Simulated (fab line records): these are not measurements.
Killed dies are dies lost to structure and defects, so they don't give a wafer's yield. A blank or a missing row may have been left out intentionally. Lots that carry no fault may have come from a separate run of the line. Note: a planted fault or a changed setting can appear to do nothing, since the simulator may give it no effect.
What tool caused it?    flow sky130    11 lots, 33 wafers sampled, at 3 steps of a route of 708

== WHAT THE GAUGES SHOWED, per wafer ==
SKY_CONTACT_THK_MEAS_03.
lot   measured      on             CONTACT_HDPCVD_THK (nm)
L312  day 30 15:26  film-metro-02  560 573 569
L315  day 31 10:43  film-metro-02  567 560 572
L317  day 32 12:21  film-metro-03  561 566 555
L318  day 32 22:03  film-metro-02  562 563 568
L319  day 33 17:35  film-metro-02  563 564 565
L322  day 34 03:25  film-metro-03  569 805 799
L320  day 34 06:49  film-metro-04  562 798 561
L323  day 34 11:57  film-metro-02  568 556 574
L330  day 36 10:23  film-metro-04  562 569 567
L332  day 36 17:47  film-metro-02  564 572 566
L333  day 37 10:20  film-metro-04  574 561 567

== EACH LOT AND THE TOOL THAT RAN IT (in order: tool; ch and the chambers of the sampled wafers; start) ==
lot   SKY_LI_CONTACT_STRIP_16               SKY_CONTACT_HDPCVD_02
L312  plasma-asher-03 ch 0,1, day 29 09:02  hdpcvd-02 ch 0,1,2, day 30 15:22
L315  plasma-asher-01 ch 0,1, day 30 04:59  hdpcvd-02 ch 1,2, day 31 10:38
L317  plasma-asher-01 ch 0,1, day 31 07:20  hdpcvd-02 ch 0,1, day 32 12:16
L318  plasma-asher-03 ch 0,1, day 31 17:11  hdpcvd-02 ch 0,1, day 32 21:58
L319  plasma-asher-03 ch 1, day 32 12:14    hdpcvd-01 ch 0,1, day 33 17:31
L322  plasma-asher-03 ch 0,1, day 32 22:26  hdpcvd-02 ch 0,2, day 34 03:21
L320  plasma-asher-04 ch 0,1, day 33 01:41  hdpcvd-02 ch 1,2, day 34 06:44
L323  plasma-asher-04 ch 0,1, day 33 07:01  hdpcvd-01 ch 1,2, day 34 11:52
L330  plasma-asher-01 ch 0,1, day 35 06:08  hdpcvd-01 ch 0,1,2, day 36 10:19
L332  plasma-asher-01 ch 0,1, day 35 13:29  hdpcvd-01 ch 0,1,2, day 36 17:43
L333  plasma-asher-01 ch 0,1, day 36 06:43  hdpcvd-02 ch 0,1,2, day 37 10:16
- SKY_LI_CONTACT_STRIP_16: strips in O2/N2.
- SKY_CONTACT_HDPCVD_02: deposits SiO2, target thk 565 nm, time 94.2 s.

== THE ANSWER, worked out from the rows above alone ==
Rule: the usual values come from the lots themselves. The widest of any qualifying gaps counts: lots, ordered by their means at a reading, are off when they make up no more than a third of the lots, leave a main group of 4 or more, and stand apart from it by 3 or more times the standard deviation of that group's means. The tables above print the reading to a certain number of digits; a main group whose means all agree to those digits is not used. Also off: a lot with no number at a reading for which 4 or more lots have one. All remaining lots with rows at the step are treated as sound.
Off: L322, L320, at SKY_CONTACT_THK_MEAS_03 (CONTACT_HDPCVD_THK). Mean 565 nm and standard deviation 2.1 in the main group.
If a tool, at a process step before that reading, ran all the lots that are off and no sound lot after the first of them, it fits. Gauges at SKY_CONTACT_THK_MEAS_03: tried the same way as those tools. None of those tried fits.

== WHAT WAS PUT IN BY THE SIMULATOR ==
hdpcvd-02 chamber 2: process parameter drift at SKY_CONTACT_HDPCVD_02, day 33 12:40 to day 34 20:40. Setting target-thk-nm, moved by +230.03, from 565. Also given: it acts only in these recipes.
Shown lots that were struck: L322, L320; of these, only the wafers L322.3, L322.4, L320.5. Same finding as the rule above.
